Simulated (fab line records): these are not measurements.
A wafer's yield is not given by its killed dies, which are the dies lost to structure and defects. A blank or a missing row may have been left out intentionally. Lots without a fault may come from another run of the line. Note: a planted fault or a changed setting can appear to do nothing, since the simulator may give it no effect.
fab line records    flow sfq-line
record lots=7  wafers=21  last-day=88
route steps=325 shown M7@291 I7@296
lots untouched by any fault: they come from a run of this same line in which no faults occurred
start-h: hours from the record's first day to the start of the lot's first wafer shown    wait-h: hours from the lot's prior step to this one    " unchanged from the row above    L1.1+2: several wafers, shown together as one row    - no value present, or no start provided    * or withheld: withheld    < > ~ a bound
route shown NAME@n: NAME is a module with steps in the file, n the number in the route of the first one    usual: mean/standard deviation taken from wafers without a fault    same: alike in all rows    chamber/n: place in a boat    sites: each site's reading    _std_site: how widely they spread, as a standard deviation    _edge_site: mean of outer sites minus mean of inner sites    radius-mm: how far each site lies from the wafer's centre    mask NAME#n: copy n    behind: the last tool/chamber to shape the wafer    hold: cause of the lot's hold/its duration in hours/its outcome    device: the transistor (n, p or np) that didn't switch    end of line: the route-end tests of the same wafers    step lacking rows: just its recipe    killed: not the wafer's yield, but the dies lost to structure and defects at the first sort    map: a wafer's dies, marking killed ones x, the rest . and places with no die _
set.NAME: the run value of the setting; set.NAME@STEP: its run value at that earlier step    model.NAME: the simulator's own value behind a step, which no gauge read
lots at selected steps of the route; one table per step, one row per wafer
services: the hour from which a tool's chamber was out of use, counted from the record's first day as start-h (under 0 if before that day), plus the number of hours and why
## steps
# step SFQ_M7_OVL_MEAS_945
# usual M7_OVL=0/5.2
lot.wafer  tool        chamber  start-h  wait-h  M7_OVL[nm]
L617.1     overlay-01  -        1778.07  0.1     2
L617.2     "           -        "        "       -2
L617.5     "           -        "        "       -2
L620.1     overlay-01  -        1787.67  0.1     0
L620.3     "           -        "        "       -11
L620.5     "           -        "        "       -7
L627.1     overlay-01  -        1829.02  0.1     5
L627.2     "           -        "        "       3
L627.4     "           -        "        "       1
L628.3     overlay-01  -        1832.63  0.1     -6
L628.4     "           -        "        "       -3
L628.6     "           -        "        "       -6
L629.1     overlay-01  -        1833.82  0.1     -2
L629.5     "           -        "        "       -2
L629.6     "           -        "        "       -2
L633.1     overlay-02  -        1904.78  0.1     4
L633.3     "           -        "        "       7
L633.5     "           -        "        "       0
L634.2     overlay-01  -        1912.20  0.1     9
L634.3     "           -        "        "       10
L634.5     "           -        "        "       5
# step SFQ_TRILAYER_M7_BARC_OPEN_METAL_ETCH_229
# recipe mask-material=PR  chemistry=O2  target-depth-nm=125  target=BARC  icp-w=600  bias-w=80  pressure-mtorr=10  time-s=41.7
# step SFQ_TRILAYER_M7_ETCH_METAL_ETCH_180
# recipe target=Nb  stop-on=SiO2  mask-material=PR  chemistry=Cl2/Ar  target-depth-nm=240  icp-w=600  bias-w=80  pressure-mtorr=10  time-s=120
# usual drypump-motor-current-A=5.7/0.46  oes-product-au=0.893/0.0064
lot.wafer  tool          chamber  start-h  wait-h  drypump-motor-current-A  oes-product-au  rf-hours-counter-h
L617.1     rie-metal-02  1        1778.16  0.0     5.8                      0.891           37
L617.2     "             0        "        "       5.0                      0.901           68
L617.5     "             1        "        "       5.8                      0.892           -
L620.1     rie-metal-02  1        1787.82  0.1     5.7                      0.890           41
L620.3     "             1        "        "       5.7                      0.892           -
L620.5     "             1        "        "       5.7                      0.887           -
L627.1     rie-metal-01  1        1829.11  0.0     6.6                      0.900           40
L627.2     "             0        "        "       5.1                      0.895           65
L627.4     "             1        "        "       6.6                      0.898           -
L628.3     rie-metal-02  1        1832.75  0.1     5.7                      0.902           -
L628.4     "             0        "        "       5.0                      0.897           -
L628.6     "             0        "        "       5.0                      0.890           -
L629.1     rie-metal-04  1        1833.91  0.0     5.9                      0.893           89
L629.5     "             0        "        "       5.7                      0.898           -
L629.6     "             1        "        "       5.8                      0.890           -
L633.1     rie-metal-02  1        1904.88  0.0     5.7                      0.898           54
L633.3     "             0        "        "       5.0                      0.897           -
L633.5     "             1        "        "       5.7                      0.893           -
L634.2     rie-metal-04  0        1912.29  0.0     5.7                      0.896           52
L634.3     "             0        "        "       5.7                      0.895           -
L634.5     "             0        "        "       5.7                      0.886           -
# step SFQ_TRILAYER_M7_STRIP_STRIP_181
# recipe gas=O2  power-w=200  platen-temp-c=40  overash-fraction=0.65  chemistry=O2  pressure-mtorr=50
# usual drypump-motor-current-A=5.7/0.45  oes-product-au=1.003/0.0077
lot.wafer  tool          chamber  start-h  wait-h  drypump-motor-current-A  oes-product-au  rf-hours-counter-h
L617.1     rie-metal-02  1        1778.29  0.1     5.7                      0.999           37
L617.2     "             1        "        "       5.7                      1.001           -
L617.5     "             1        "        "       5.7                      1.003           -
L620.1     rie-metal-02  1        1788.07  0.2     5.7                      1.007           41
L620.3     "             1        "        "       5.7                      1.003           -
L620.5     "             1        "        "       5.7                      1.005           -
L627.1     rie-metal-01  1        1829.24  0.1     6.7                      0.990           40
L627.2     "             0        "        "       5.1                      1.009           65
L627.4     "             1        "        "       6.7                      0.994           -
L628.3     rie-metal-02  1        1833.04  0.2     5.7                      1.005           -
L628.4     "             0        "        "       5.0                      0.987           -
L628.6     "             0        "        "       5.0                      0.987           -
L629.1     rie-metal-04  1        1834.04  0.1     5.9                      1.001           89
L629.5     "             0        "        "       5.7                      1.011           -
L629.6     "             1        "        "       5.9                      1.008           -
L633.1     rie-metal-02  1        1905.00  0.1     5.7                      0.998           54
L633.3     "             0        "        "       5.0                      0.994           -
L633.5     "             1        "        "       5.7                      1.005           -
L634.2     rie-metal-04  0        1912.41  0.1     5.7                      1.013           52
L634.3     "             0        "        "       5.7                      1.007           -
L634.5     "             0        "        "       5.7                      1.016           -
# step SFQ_TRILAYER_M7_STRIP_SOLV_CLEAN_182
# recipe chemistry=NMP  temp-c=70  time-s=600
# step SFQ_TRILAYER_I7_DEP_PECVD_183
# recipe material=SiO2  temp-c=150  time-s=111.11  pressure-torr=2.4  rf-w=183.3  precursor=SiH4/N2O  target-thk-nm=500
# step SFQ_TRILAYER_I7_CMP_CMP_184
# recipe material=SiO2  down-force-psi=3  platen-rpm=60  pad-velocity-m-s=0.94248
# usual head-pressure-psi=3.000/0.0063  motor-current-A=10.6/1.3  time-to-endpoint-s=219/8.4
lot.wafer  tool    chamber  start-h  wait-h  head-pressure-psi  motor-current-A  time-to-endpoint-s
L617.1     cmp-02  0        1780.26  0.5     3.010              10.3             208
L617.2     "       2        1781.26  1.5     2.997              9.6              195
L617.5     "       0        1782.26  2.5     3.007              10.1             213
L620.1     cmp-01  3        1790.02  0.5     3.010              10.7             209
L620.3     "       0        "        "       3.001              8.8              217
L620.5     "       2        1791.52  2.0     3.008              10.2             209
L627.1     cmp-02  1        1832.75  2.7     2.999              12.7             216
L627.4     "       2        "        "       2.994              9.4              225
L627.2     "       3        "        "       2.996              12.0             211
L628.4     cmp-02  2        1838.71  5.0     2.998              9.4              215
L628.3     "       1        1840.21  6.5     3.006              12.9             211
L628.6     "       2        "        "       3.005              9.6              220
L629.1     cmp-01  3        1839.87  5.0     2.996              11.0             215
L629.6     "       3        1841.87  7.0     2.996              11.0             228
L629.5     "       0        "        "       2.995              8.4              237
L633.1     cmp-02  0        1927.35  21.5    2.984              10.5             227
L633.3     "       1        "        "       3.002              12.8             218
L633.5     "       3        1928.85  23.0    3.007              11.8             219
L634.3     cmp-01  2        1932.87  19.6    2.995              9.9              213
L634.2     "       1        1934.37  21.1    3.001              9.7              213
L634.5     "       2        "        "       3.007              10.1             210
# step SFQ_I7_BOW_MEAS_946
# recipe mode=bow
# usual I7_BOW=5/12
lot.wafer  tool           chamber  start-h  wait-h  I7_BOW[um]
L617.1     film-metro-02  -        1782.76  2.0     12
L617.2     "              -        "        "       14
L617.5     "              -        "        "       7
L620.1     film-metro-02  -        1792.52  2.0     0
L620.3     "              -        "        "       3
L620.5     "              -        "        "       -9
L627.1     film-metro-02  -        1835.25  2.0     7
L627.2     "              -        "        "       2
L627.4     "              -        "        "       18
L628.3     film-metro-04  -        1841.75  1.0     0
L628.4     "              -        "        "       -4
L628.6     "              -        "        "       -9
L629.1     film-metro-03  -        1842.87  2.5     -17
L629.5     "              -        "        "       -21
L629.6     "              -        "        "       -2
L633.1     film-metro-04  -        1929.85  2.0     4
L633.3     "              -        "        "       -7
L633.5     "              -        "        "       5
L634.2     film-metro-03  -        1935.89  1.0     28
L634.3     "              -        "        "       35
L634.5     "              -        "        "       18
# step SFQ_TRILAYER_I7_METRO_MEASURE_185
# usual thk-nm=200.4/1.2
lot.wafer  tool           chamber  start-h  wait-h  thk-nm
L617.1     film-metro-02  -        1782.88  0.1     202.7
L617.2     "              -        "        "       200.1
L617.5     "              -        "        "       201.5
L620.1     film-metro-02  -        1792.64  0.1     202.0
L620.3     "              -        "        "       202.4
L620.5     "              -        "        "       200.3
L627.1     film-metro-02  -        1835.37  0.1     199.7
L627.2     "              -        "        "       200.0
L627.4     "              -        "        "       199.9
L628.3     film-metro-04  -        1842.23  0.5     197.8
L628.4     "              -        "        "       198.6
L628.6     "              -        "        "       197.3
L629.1     film-metro-03  -        1842.99  0.1     200.5
L629.5     "              -        "        "       202.0
L629.6     "              -        "        "       200.8
L633.1     film-metro-04  -        1929.97  0.1     201.5
L633.3     "              -        "        "       201.8
L633.5     "              -        "        "       201.4
L634.2     film-metro-03  -        1936.19  0.3     199.8
L634.3     "              -        "        "       198.7
L634.5     "              -        "        "       198.5
# step SFQ_TRILAYER_I7_VIA_LITHO_COAT_192
# recipe resist=BARC  spin-rpm=3000  resist-thk-nm=62
# step SFQ_TRILAYER_I7_VIA_LITHO_COAT_187
# recipe resist=KrF  spin-rpm=3000  resist-thk-nm=650
# step SFQ_TRILAYER_I7_VIA_LITHO_SOFTBAKE_191
# recipe temp-c=withheld  time-s=withheld  resist=KrF
# step SFQ_TRILAYER_I7_VIA_LITHO_EXPOSE_188
# recipe mask-id=I7  na=0.6  source-shape=conventional  sigma-outer=0.65  target-cd-nm=1000  dose-mj=21.3
lot.wafer   tool            chamber  start-h  wait-h  mask
L617.1+2+5  krf-scanner-01  0        1787.37  -       I7#0
L620.1+3+5  krf-scanner-01  0        1805.17  -       I7#0
L627.1+2+4  krf-scanner-01  0        1906.97  -       I7#0
L628.3+4+6  krf-scanner-01  0        1913.37  -       I7#0
L629.1+5+6  krf-scanner-01  0        1914.17  -       I7#0
L633.1+3+5  krf-scanner-01  0        2000.50  -       I7#0
L634.2+3+5  krf-scanner-01  0        2012.70  -       I7#0
# step SFQ_TRILAYER_I7_VIA_LITHO_PEB_190
# recipe peb-temp-c=115  peb-time-s=60  resist=KrF
# step SFQ_TRILAYER_I7_VIA_LITHO_DEVELOP_189
# recipe time-s=60  resist=KrF
# step SFQ_I7_OVL_MEAS_947
# usual I7_OVL=5/5.8
lot.wafer  tool        chamber  start-h  wait-h  I7_OVL[nm]
L617.1     overlay-01  -        1788.87  0.1     4
L617.2     "           -        "        "       5
L617.5     "           -        "        "       12
L620.1     overlay-01  -        1806.67  0.1     3
L620.3     "           -        "        "       12
L620.5     "           -        "        "       3
L627.1     overlay-02  -        1908.47  0.1     -1
L627.2     "           -        "        "       -3
L627.4     "           -        "        "       4
L628.3     overlay-02  -        1914.48  0.1     11
L628.4     "           -        "        "       3
L628.6     "           -        "        "       5
L629.1     overlay-01  -        1915.67  0.1     3
L629.5     "           -        "        "       -4
L629.6     "           -        "        "       -3
L633.1     overlay-02  -        2002.00  0.1     6
L633.3     "           -        "        "       8
L633.5     "           -        "        "       2
L634.2     overlay-02  -        2014.01  0.1     6
L634.3     "           -        "        "       1
L634.5     "           -        "        "       1
# step SFQ_TRILAYER_I7_VIA_BARC_OPEN_VIA_ETCH_260
# recipe mask-material=PR  chemistry=O2  target-depth-nm=125  target=BARC  source-w=500  bias-w=80  pressure-mtorr=30  time-s=41.7
# usual drypump-motor-current-A=5.7/0.37  oes-product-au=0.685/0.0041
lot.wafer  tool         chamber  start-h  wait-h  drypump-motor-current-A  oes-product-au  rf-hours-counter-h  model.I7.cd-nm
L617.1     rie-diel-01  0        1788.90  0.0     5.4                      0.676           1                   1001
L617.2     "            1        "        "       5.8                      0.686           4                   1002
L617.5     "            0        "        "       5.4                      0.683           -                   1003
L620.1     rie-diel-01  0        1806.70  0.0     5.4                      0.685           1                   1001
L620.3     "            1        "        "       5.8                      0.690           5                   1001
L620.5     "            0        "        "       5.4                      0.688           -                   999.6
L627.1     rie-diel-02  1        1908.50  0.0     4.9                      0.690           8                   1010
L627.2     "            2        "        "       5.8                      0.686           10                  999
L627.4     "            0        "        "       5.5                      0.686           13                  1007
L628.3     rie-diel-01  2        1914.50  0.0     6.0                      0.685           0                   997.4
L628.4     "            3        "        "       5.2                      0.686           7                   1010
L628.6     "            2        "        "       6.0                      0.689           -                   999.6
L629.1     rie-diel-04  2        1915.70  0.0     6.0                      0.691           18                  1011
L629.5     "            3        "        "       6.2                      0.675           -                   1010
L629.6     "            2        "        "       6.0                      0.685           -                   1001
L633.1     rie-diel-01  0        2002.04  0.0     5.4                      0.680           3                   996.4
L633.3     "            1        "        "       5.8                      0.688           6                   997.7
L633.5     "            1        "        "       5.8                      0.686           -                   997.7
L634.2     rie-diel-01  2        2014.04  0.0     5.9                      0.681           1                   1001
L634.3     "            3        "        "       5.2                      0.678           8                   1003
L634.5     "            1        "        "       5.8                      0.685           -                   1001
# step SFQ_TRILAYER_I7_VIA_ETCH_VIA_ETCH_190
# recipe target=SiO2  stop-on=Nb  mask-material=PR  taper-deg=20  chemistry=CHF3  target-depth-nm=260  source-w=500  bias-w=80  pressure-mtorr=30  time-s=withheld
# usual drypump-motor-current-A=5.7/0.37  oes-product-au=0.856/0.0051
lot.wafer  tool         chamber  start-h  wait-h  drypump-motor-current-A  oes-product-au  model.I7.cd-nm
L617.1     rie-diel-01  0        1788.94  0.0     5.4                      0.863           999.6
L617.2     "            1        "        "       5.8                      0.855           998.4
L617.5     "            0        "        "       5.4                      0.852           1003
L620.1     rie-diel-01  0        1806.74  0.0     5.4                      0.852           1001
L620.3     "            1        "        "       5.8                      0.857           999.7
L620.5     "            0        "        "       5.4                      0.857           998.7
L627.1     rie-diel-02  1        1908.54  0.0     4.9                      0.859           1008
L627.2     "            2        "        "       5.8                      0.860           998.4
L627.4     "            0        "        "       5.5                      0.861           1009
L628.3     rie-diel-01  2        1914.54  0.0     6.0                      0.848           997.4
L628.4     "            3        "        "       5.2                      0.856           1009
L628.6     "            2        "        "       6.0                      0.846           1001
L629.1     rie-diel-04  2        1915.74  0.0     6.0                      0.855           1010
L629.5     "            3        "        "       6.2                      0.854           1014
L629.6     "            2        "        "       6.0                      0.857           1000
L633.1     rie-diel-01  0        2002.08  0.0     5.4                      0.860           996.1
L633.3     "            1        "        "       5.8                      0.862           997.3
L633.5     "            1        "        "       5.8                      0.858           997.2
L634.2     rie-diel-01  2        2014.08  0.0     6.0                      0.855           1003
L634.3     "            3        "        "       5.1                      0.858           1003
L634.5     "            1        "        "       5.8                      0.851           1001
# step SFQ_TRILAYER_I7_VIA_STRIP_STRIP_191
# recipe gas=O2  power-w=200  platen-temp-c=40  overash-fraction=0.65  chemistry=O2  pressure-mtorr=50
# usual drypump-motor-current-A=5.5/0.59  oes-product-au=0.998/0.0089
lot.wafer  tool          chamber  start-h  wait-h  drypump-motor-current-A  oes-product-au  rf-hours-counter-h
L617.1     rie-metal-03  1        1789.05  -       5.3                      1.000           38
L617.2     "             0        "        "       5.1                      1.006           57
L617.5     "             0        "        "       5.1                      1.015           -
L620.1     rie-metal-01  1        1806.85  -       6.7                      1.005           36
L620.3     "             1        "        "       6.6                      0.997           -
L620.5     "             0        "        "       5.1                      0.997           -
L627.1     rie-metal-03  1        1908.65  -       5.3                      0.996           59
L627.2     "             0        "        "       5.1                      1.025           77
L627.4     "             0        "        "       5.1                      1.011           -
L628.3     rie-metal-02  1        1914.85  -       5.7                      0.999           -
L628.4     "             0        "        "       5.0                      0.998           -
L628.6     "             0        "        "       5.0                      0.988           -
L629.1     rie-metal-03  0        1915.85  -       5.1                      1.009           79
L629.5     "             0        "        "       5.1                      1.004           -
L629.6     "             1        "        "       5.3                      0.993           -
L633.1     rie-metal-02  1        2002.19  -       5.7                      0.994           67
L633.3     "             0        "        "       5.0                      0.988           -
L633.5     "             0        "        "       5.0                      0.995           -
L634.2     rie-metal-02  1        2014.19  -       5.8                      0.995           69
L634.3     "             0        "        "       5.0                      0.992           -
L634.5     "             1        "        "       5.7                      1.003           -
## services
tool            chamber  start-h  hours  kind
cmp-01          -        1764.83  0.8    repair
cmp-01          -        1776.29  4.0    pm
film-metro-02   -        1787.16  0.7    pm
rie-metal-01    -        1794.11  2.8    pm
rie-metal-04    0        1796.63  2.1    repair
krf-scanner-01  -        1804.17  1.0    pm
film-metro-02   -        1805.70  0.8    pm
cmp-02          -        1809.98  3.6    repair
rie-diel-01     1        1827.21  5.4    repair
rie-metal-02    -        1842.32  2.8    pm
krf-scanner-01  -        1874.32  1.3    pm
cmp-02          -        1886.16  1.6    repair
rie-diel-01     -        1900.71  0.3    repair
cmp-02          -        1912.47  1.6    repair
cmp-02          -        1917.15  0.7    repair
krf-scanner-01  -        1928.08  4.4    pm
cmp-02          -        1931.36  0.9    repair
cmp-02          -        1944.70  3.2    repair
cmp-02          -        1947.92  4.0    pm
krf-scanner-01  -        1949.93  0.8    pm
cmp-02          -        1959.63  9.5    pm
cmp-02          -        1969.91  0.6    repair
krf-scanner-01  -        1972.11  1.0    pm
krf-scanner-01  -        1993.74  0.6    repair
## key
first-sign none at tools or gauges
model-effect step=SFQ_TRILAYER_I7_VIA_BARC_OPEN_VIA_ETCH_260  value=I7.cd-nm  without=999.3  struck=1009
model-effect step=SFQ_TRILAYER_I7_VIA_ETCH_VIA_ETCH_190  value=I7.cd-nm  without=999.8  struck=1010
met-at SFQ_TRILAYER_I7_VIA_LITHO_EXPOSE_188
struck-wafers L627.1,L627.4,L628.4,L629.1,L629.5
onset-between 1805.17 1906.97
fault kind=process-parameter-drift  tool=krf-scanner-01  chamber=-  onset-h=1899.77  steps=SFQ_TRILAYER_I7_VIA_LITHO_EXPOSE_188  channel=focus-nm  offset=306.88  shape=step  end-h=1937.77  scope=struck-wafers-only
